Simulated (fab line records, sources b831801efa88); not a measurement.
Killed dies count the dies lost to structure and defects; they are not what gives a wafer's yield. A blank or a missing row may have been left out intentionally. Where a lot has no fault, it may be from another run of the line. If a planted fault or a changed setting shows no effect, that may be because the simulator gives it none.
fab line records -- flow gf180mcu
record lots=6, wafers=18, last_day=33
route steps=602 shown V1@345
lots that met no fault: taken from a fault-free run of the same line
start_h: hours from the record's first day to the start of the lot's first wafer shown -- wait_h: time in hours since the lot's previous step -- " unchanged from the row above -- L1.1+2: several wafers, shown together as one row -- - either no value or no given start -- * or withheld: withheld -- < > ~ a bound
route shown NAME@n: names a module that has steps shown in the file, with the first one's number in the route -- usual: mean/standard deviation taken from wafers without a fault -- same: alike in all rows -- chamber/n: place in a boat -- sites: the reading at each site -- _std_site: their standard deviation -- _edge_site: outer sites' mean less inner sites' -- radius_mm: how far each site lies from the wafer's centre -- mask NAME#n: copy n -- behind: tool/chamber where the wafer was last shaped -- hold: why the lot went on hold/how many hours it stayed there/how the hold came to an end -- device: names the non-switching transistor (n, p or np) -- end of line: tests of these same wafers at the route's end -- a step with no rows: only its recipe -- killed: at the first sort, the dies lost to defects and structure; wafer yield is something else -- map: a wafer's dies, x killed, . not, _ none there
set.NAME: setting as actually run; set.NAME@STEP: the setting as run at that earlier step -- model.NAME: the simulator's own value behind a step, which no gauge read
lots at selected steps of the route; one table per step, one row per wafer
services: from which hour (start_h, from the record's first day; less than 0 if before it) a tool's chamber was out of use, for how many hours, and why
## steps
# step GF_V1_SOFTBAKE_10
# recipe temp_c=130, time_s=60, resist=KrF
# step GF_V1_EXPOSE_11
# recipe mask_id=Via1, target_cd_nm=260, na=0.68, source_shape=conventional, sigma_outer=0.6, dose_mj=38
# step GF_V1_PEB_12
# recipe peb_temp_c=135, peb_time_s=90, resist=KrF
# step GF_V1_DEVELOP_13
# recipe develop_time_s=60, resist=KrF, dev_temp_c=21
# step GF_V1_CD_MEAS_14
# recipe target_cd_nm=260
# usual cd_nm=259.9/1
lot.wafer,tool,chamber,start_h,wait_h,cd_nm
L325.4,cd_sem-01,-,461.33,0.1,258.9
L325.5,cd_sem-01,-,461.33,0.1,260.4
L325.6,cd_sem-01,-,461.33,0.1,259.6
L326.1,cd_sem-01,-,471.55,0.1,260.9
L326.3,cd_sem-01,-,471.55,0.1,260.0
L326.5,cd_sem-01,-,471.55,0.1,260.4
L329.2,cd_sem-01,-,503.49,0.1,259.2
L329.3,cd_sem-01,-,503.49,0.1,257.8
L329.4,cd_sem-01,-,503.49,0.1,257.9
L334.3,cd_sem-01,-,543.11,0.1,261.5
L334.4,cd_sem-01,-,543.11,0.1,261.2
L334.6,cd_sem-01,-,543.11,0.1,260.4
L338.3,cd_sem-02,-,566.14,0.1,259.5
L338.4,cd_sem-02,-,566.14,0.1,260.7
L338.5,cd_sem-02,-,566.14,0.1,261.2
L340.2,cd_sem-01,-,585.73,0.1,258.9
L340.3,cd_sem-01,-,585.73,0.1,259.3
L340.6,cd_sem-01,-,585.73,0.1,257.7
# step GF_V1_OVL_MEAS_15
# usual V1_OVL=-2/4.8
lot.wafer,tool,chamber,start_h,wait_h,V1_OVL[nm]
L325.4,overlay-01,-,461.40,0.1,6
L325.5,overlay-01,-,461.40,0.1,2
L325.6,overlay-01,-,461.40,0.1,1
L326.1,overlay-01,-,471.67,0.1,-8
L326.3,overlay-01,-,471.67,0.1,-5
L326.5,overlay-01,-,471.67,0.1,-7
L329.2,overlay-02,-,503.59,0.1,11
L329.3,overlay-02,-,503.59,0.1,4
L329.4,overlay-02,-,503.59,0.1,7
L334.3,overlay-02,-,543.20,0.1,-7
L334.4,overlay-02,-,543.20,0.1,-3
L334.6,overlay-02,-,543.20,0.1,-2
L338.3,overlay-01,-,566.23,0.1,-2
L338.4,overlay-01,-,566.23,0.1,2
L338.5,overlay-01,-,566.23,0.1,-2
L340.2,overlay-02,-,585.84,0.1,-2
L340.3,overlay-02,-,585.84,0.1,5
L340.6,overlay-02,-,585.84,0.1,-1
# step GF_V1_ETCH_16
# recipe chemistry=N2/H2, target_depth_a=withheld, overetch_a=withheld, time_s=withheld, target=BARC, ion_energy_ev=200, source_w=500, bias_w=100, pressure_mtorr=30, n2_flow_sccm=100, h2_flow_sccm=200
# usual drypump_motor_current_A=5.7/0.39, oes_product_au=0.854/0.0045, throttle_valve_pct=13.224/0.01
lot.wafer,tool,chamber,start_h,wait_h,drypump_motor_current_A,oes_product_au,throttle_valve_pct
L325.4,rie_diel-01,1,461.42,0.0,5.7,0.854,13.209
L325.5,rie_diel-01,2,461.42,0.0,6.3,0.852,13.228
L325.6,rie_diel-01,1,461.42,0.0,5.7,0.850,13.212
L326.1,rie_diel-02,2,471.71,0.0,5.8,0.857,13.226
L326.3,rie_diel-02,1,471.71,0.0,5.2,0.858,13.240
L326.5,rie_diel-02,1,471.71,0.0,5.2,0.853,13.209
L329.2,rie_diel-04,1,503.62,0.0,6.2,0.848,13.217
L329.3,rie_diel-04,3,503.62,0.0,5.5,0.845,13.236
L329.4,rie_diel-04,0,503.62,0.0,5.3,0.859,13.220
L334.3,rie_diel-02,2,543.22,0.0,5.8,0.857,13.226
L334.4,rie_diel-02,0,543.22,0.0,6.6,0.862,13.233
L334.6,rie_diel-02,2,543.22,0.0,5.8,0.855,13.221
L338.3,rie_diel-01,2,566.25,0.0,6.3,0.851,13.228
L338.4,rie_diel-01,0,566.25,0.0,5.7,0.860,13.214
L338.5,rie_diel-01,2,566.25,0.0,6.3,0.857,13.226
L340.2,rie_diel-04,3,585.87,0.0,5.5,0.854,13.207
L340.3,rie_diel-04,0,585.87,0.0,5.3,0.850,13.239
L340.6,rie_diel-04,1,585.87,0.0,6.2,0.853,13.231
# step GF_V1_ETCH_17
# recipe chemistry=C4F8/O2/Ar, mask_material=KrF, target=SiO2, stop_on=TiN, source_w=1500, bias_w=1200, pressure_mtorr=40, c4f8_flow_sccm=withheld, O2_flow_sccm=6, Ar_flow_sccm=300, time_s=withheld, target_depth_a=6300
# usual oes_product_au=0.856/0.0049
lot.wafer,tool,chamber,start_h,wait_h,oes_product_au
L325.4,rie_diel-01,1,-,-,0.864
L325.5,rie_diel-01,2,-,-,0.863
L325.6,rie_diel-01,1,-,-,0.854
L326.1,rie_diel-02,2,-,-,0.850
L326.3,rie_diel-02,1,-,-,0.854
L326.5,rie_diel-02,1,-,-,0.858
L329.2,rie_diel-04,1,-,-,0.854
L329.3,rie_diel-04,3,-,-,0.860
L329.4,rie_diel-04,0,-,-,0.848
L334.3,rie_diel-02,2,-,-,0.853
L334.4,rie_diel-02,0,-,-,0.849
L334.6,rie_diel-02,2,-,-,0.852
L338.3,rie_diel-01,2,-,-,0.859
L338.4,rie_diel-01,0,-,-,0.857
L338.5,rie_diel-01,2,-,-,0.861
L340.2,rie_diel-04,3,-,-,0.856
L340.3,rie_diel-04,0,-,-,0.860
L340.6,rie_diel-04,1,-,-,0.859
# step GF_V1_STRIP_18
# recipe chemistry=O2/N2, power_w=1400, pressure_mtorr=1500, platen_temp_c=250, o2_flow_sccm=3000, n2_flow_sccm=300, overash_fraction=0.5
# usual drypump_motor_current_A=5.7/0.41, heater_power_w=331/29, oes_product_au=0.593/0.0051
# same overash_fraction=0.5
lot.wafer,tool,chamber,start_h,wait_h,drypump_motor_current_A,heater_power_w,oes_product_au,rf_hours_counter_h
L325.4,plasma_asher-01,1,461.58,-,5.9,346,0.591,-
L325.5,plasma_asher-01,1,461.58,-,5.9,341,0.585,-
L325.6,plasma_asher-01,0,461.58,-,5.2,328,0.592,-
L326.1,plasma_asher-02,1,471.83,-,5.4,391,0.588,71
L326.3,plasma_asher-02,1,471.83,-,5.4,387,0.590,-
L326.5,plasma_asher-02,0,471.83,-,5.9,324,0.588,-
L329.2,plasma_asher-02,0,503.75,-,5.9,312,0.592,74
L329.3,plasma_asher-02,0,503.75,-,5.9,310,0.600,-
L329.4,plasma_asher-02,1,503.75,-,5.4,381,0.590,-
L334.3,plasma_asher-04,0,543.39,-,6.5,278,0.589,-
L334.4,plasma_asher-04,1,543.39,-,5.8,340,0.594,-
L334.6,plasma_asher-04,0,543.39,-,6.4,278,0.586,-
L338.3,plasma_asher-01,0,566.42,-,5.2,332,0.584,-
L338.4,plasma_asher-01,1,566.42,-,6.0,338,0.596,-
L338.5,plasma_asher-01,0,566.42,-,5.2,328,0.587,-
L340.2,plasma_asher-01,1,586.00,-,6.0,343,0.590,87
L340.3,plasma_asher-01,0,586.00,-,5.2,326,0.599,-
L340.6,plasma_asher-01,0,586.00,-,5.2,332,0.598,-
# step GF_V1_STRIP_19
# recipe chemistry=post_etch_residue_remover, time_s=1200, temp_c=72.5
# step GF_V1_CLEAN_20
# recipe chemistry=DIW, dry=n2_spin
# step GF_V1_SPUTTER_21
# recipe material=Ti, target_thk_nm=15, chamber_pressure_pa=5, power_w=2500, substrate_temp_c=200, time_s=80.02
# usual chamber_pressure_pa=5.000/0.0099, throttle_valve_pct=30.2/0.96
lot.wafer,tool,chamber,start_h,wait_h,chamber_pressure_pa,throttle_valve_pct
L325.4,pvd_sputter-02,-,462.08,0.0,4.990,32.1
L325.5,pvd_sputter-02,-,462.08,0.0,5.011,29.3
L325.6,pvd_sputter-02,-,462.08,0.0,4.986,31.5
L326.1,pvd_sputter-03,-,472.37,0.0,5.005,29.2
L326.3,pvd_sputter-03,-,472.37,0.0,4.998,30.2
L326.5,pvd_sputter-03,-,472.37,0.0,5.000,29.2
L329.2,pvd_sputter-03,-,504.30,0.0,4.997,29.4
L329.3,pvd_sputter-03,-,504.30,0.0,4.996,29.0
L329.4,pvd_sputter-03,-,504.30,0.0,5.005,29.3
L334.3,pvd_sputter-01,-,543.89,0.0,4.995,30.9
L334.4,pvd_sputter-01,-,543.89,0.0,4.993,29.5
L334.6,pvd_sputter-01,-,543.89,0.0,4.994,31.6
L338.3,pvd_sputter-02,-,566.92,0.0,5.018,29.2
L338.4,pvd_sputter-02,-,566.92,0.0,5.013,30.6
L338.5,pvd_sputter-02,-,566.92,0.0,4.994,31.7
L340.2,pvd_sputter-03,-,586.53,0.0,5.016,29.2
L340.3,pvd_sputter-03,-,586.53,0.0,4.989,29.5
L340.6,pvd_sputter-03,-,586.53,0.0,4.995,29.4
# step GF_V1_SPUTTER_22
# recipe material=TiN, target_thk_nm=10, chamber_pressure_pa=5, power_w=4000, time_s=40
# usual chamber_pressure_pa=5.001/0.012, throttle_valve_pct=30.2/0.97
lot.wafer,tool,chamber,start_h,wait_h,chamber_pressure_pa,throttle_valve_pct,model.TiN_of_V1_SPUTTER_22.thk_nm
L325.4,pvd_sputter-02,-,462.15,0.0,5.001,31.9,9.543
L325.5,pvd_sputter-02,-,462.15,0.0,4.996,29.2,9.792
L325.6,pvd_sputter-02,-,462.15,0.0,4.994,32.0,9.596
L326.1,pvd_sputter-03,-,472.43,0.0,5.835,26.9,8.409
L326.3,pvd_sputter-03,-,472.43,0.0,5.000,30.2,9.672
L326.5,pvd_sputter-03,-,472.43,0.0,5.834,27.0,8.417
L329.2,pvd_sputter-03,-,504.36,0.0,5.006,29.3,10.29
L329.3,pvd_sputter-03,-,504.36,0.0,4.978,28.7,10.32
L329.4,pvd_sputter-03,-,504.36,0.0,5.844,27.0,8.85
L334.3,pvd_sputter-01,-,543.95,0.0,5.010,30.8,10.24
L334.4,pvd_sputter-01,-,543.95,0.0,4.995,29.6,10.09
L334.6,pvd_sputter-01,-,543.95,0.0,5.018,31.2,9.7
L338.3,pvd_sputter-02,-,566.98,0.0,4.999,29.5,10.08
L338.4,pvd_sputter-02,-,566.98,0.0,5.004,30.5,10.05
L338.5,pvd_sputter-02,-,566.98,0.0,4.996,32.1,9.751
L340.2,pvd_sputter-03,-,586.59,0.0,4.987,29.1,9.748
L340.3,pvd_sputter-03,-,586.59,0.0,5.000,29.4,10.03
L340.6,pvd_sputter-03,-,586.59,0.0,5.001,29.2,9.897
# step GF_V1_CVD_23
# recipe material=W, target_thk_nm=350, time_s=105.05, temp_c=400, pressure_torr=40
# usual heater_power_w=966/69
lot.wafer,tool,chamber,start_h,wait_h,heater_power_w
L325.4,cvd_w-01,0,462.22,0.1,1085
L325.5,cvd_w-01,0,462.22,0.1,1113
L325.6,cvd_w-01,1,462.22,0.1,944
L326.1,cvd_w-01,0,472.47,0.0,1076
L326.3,cvd_w-01,1,472.47,0.0,998
L326.5,cvd_w-01,0,472.47,0.0,1103
L329.2,cvd_w-02,0,504.40,0.0,938
L329.3,cvd_w-02,0,504.40,0.0,925
L329.4,cvd_w-02,1,504.40,0.0,931
L334.3,cvd_w-02,0,544.06,0.1,948
L334.4,cvd_w-02,0,544.06,0.1,925
L334.6,cvd_w-02,0,544.06,0.1,937
L338.3,cvd_w-02,1,567.05,0.1,938
L338.4,cvd_w-02,0,567.05,0.1,946
L338.5,cvd_w-02,1,567.05,0.1,934
L340.2,cvd_w-02,1,586.63,0.0,932
L340.3,cvd_w-02,1,586.63,0.0,929
L340.6,cvd_w-02,0,586.63,0.0,915
## services
tool,chamber,start_h,hours,kind
plasma_asher-04,-,447.95,3.7,repair
plasma_asher-04,-,451.69,2.8,pm
cvd_w-01,-,452.90,1.5,repair
rie_diel-02,3,453.27,-,clean
pvd_sputter-02,-,468.62,5.7,repair
rie_diel-01,3,471.98,7.8,repair
rie_diel-04,2,481.27,2.9,repair
rie_diel-04,-,484.85,14.6,pm
plasma_asher-01,-,501.59,2.8,pm
rie_diel-01,-,506.97,2.8,pm
rie_diel-02,0,509.08,20.2,repair
cvd_w-01,-,511.21,1.3,repair
plasma_asher-01,-,515.56,2.4,repair
rie_diel-04,1,522.70,2.6,repair
cvd_w-02,-,526.95,2.8,pm
rie_diel-02,1,528.68,2.7,repair
rie_diel-04,-,531.68,0.5,repair
cvd_w-02,1,540.44,8.7,repair
rie_diel-04,0,560.10,16.7,repair
pvd_sputter-03,2,571.49,-,consumable_replace:kit
pvd_sputter-03,2,571.49,18.0,scheduled_down
pvd_sputter-03,2,571.49,18.0,vent_cycle
rie_diel-04,1,571.58,5.9,repair
rie_diel-02,-,573.53,15.6,pm
## key
first_sign step=GF_V1_SPUTTER_22, reading=chamber_pressure_pa, direction=up, sigmas=70, usual=5.001, struck=5.838
effect step=GF_V1_SPUTTER_22, reading=throttle_valve_pct, direction=down, sigmas=3.3, usual=30.2, struck=27.0
model_effect step=GF_V1_SPUTTER_22, value=TiN_of_V1_SPUTTER_22.thk_nm, without=9.889, struck=8.558
met_at GF_V1_SPUTTER_22
struck_wafers L326.1,L326.5,L329.4
fault kind=process_parameter_drift, tool=pvd_sputter-03, chamber=-, onset_h=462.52, steps=GF_V1_SPUTTER_22, channel=chamber_pressure_pa, offset=0.83254, shape=step, end_h=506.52, acts_in=these_recipes_only, stated=5, scope=struck_wafers_only
